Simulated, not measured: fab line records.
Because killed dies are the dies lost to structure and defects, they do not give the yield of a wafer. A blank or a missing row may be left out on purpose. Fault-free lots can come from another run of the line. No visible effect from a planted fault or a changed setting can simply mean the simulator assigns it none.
A lot that was struck, set against a sound lot	flow gf180mcu	14 out of 602 route steps
Sound: wafers L634.1, L634.2, L634.4. Wafers L641.1, L641.2, L641.6 were the ones struck. The cause comes at the end.
Each step with rows lists, per side, the tool, then ch with its chambers, then its first start. Under that, the readings that differ: sound wafers	struck wafers	difference of the means	sigmas: that difference in standard deviations of wafers without a fault.
alike: words and numbers the same on both sides, and readings whose means are apart by under 2 such deviations; not compared: readings that were withheld, readings missing a value for some wafer, numbers with overlapping values and no deviation given by the record, and bounds like >300 which may hide the same value.
The two part at a step that has a row with sigmas, a row that says differs or no value, or rows on one side only. When numbers do not overlap yet have no deviation, they are printed without sigmas and do not part them. A reading that every wafer of one side lacks parts them only if that side has two wafers or more.

first, 1 step without rows for these wafers: GF_V3_CVD_00 (deposits SiO2, target thk 600 nm, time 100 s).
GF_V3_THK_MEAS_01:
  sound: film metro-04 at day 21 23:13; struck: film metro-02 at day 24 15:44
  alike: V3_CVD_00_THK
GF_V3_CVD_02: deposits SiO2 from TEOS, target thk 850 nm, time 94.851 s.
  sound on pecvd-03 ch 0,1, day 21 23:17; struck on pecvd-04 ch 0,2, day 24 15:47
  alike: heater power w
GF_V3_THK_MEAS_03:
  sound: film metro-03 at day 21 23:21; struck: film metro-04 at day 24 15:52
  alike: V3_CVD_02_THK
GF_V3_CMP_04: polishes SiO2.
  sound on cmp-01 ch 1,2,3, day 21 23:38; struck on cmp-01 ch 0,1, day 24 15:55
  alike: motor current A, time to endpoint s
GF_V3_BOW_MEAS_05:
  sound: film metro-02 at day 21 23:53; struck: film metro-03 at day 24 16:13
reading	sound	struck	difference	sigmas
V3_BOW (um)	101 113 103	131 124 133	+24	+3
then, 6 steps without rows for these wafers: GF_V3_DEHYDRATE_06 (time 60 s); GF_V3_HMDS_07 (prime time 60 s); GF_V3_COAT_08; GF_V3_COAT_09 (resist thk 1000 nm); GF_V3_SOFTBAKE_10 (time 60 s); GF_V3_EXPOSE_11 (exposes mask Via3, target cd 260 nm).
GF_V3_PEB_12: peb time 90 s.
  struck on litho track-04, day 25 13:38; sound on litho track-04 ch 0, day 22 22:41
  no value came back on the struck wafers for chill plate temp C (C), exhaust pa (Pa); on the sound wafers chill plate temp C (C) reads 22.93 22.91 23.00
then, 1 step without rows for these wafers: GF_V3_DEVELOP_13 (develop time 60 s).

WHERE THEY PART
First at GF_V3_BOW_MEAS_05; last, within this record, at GF_V3_PEB_12.

WHY: what had been put in by the simulator
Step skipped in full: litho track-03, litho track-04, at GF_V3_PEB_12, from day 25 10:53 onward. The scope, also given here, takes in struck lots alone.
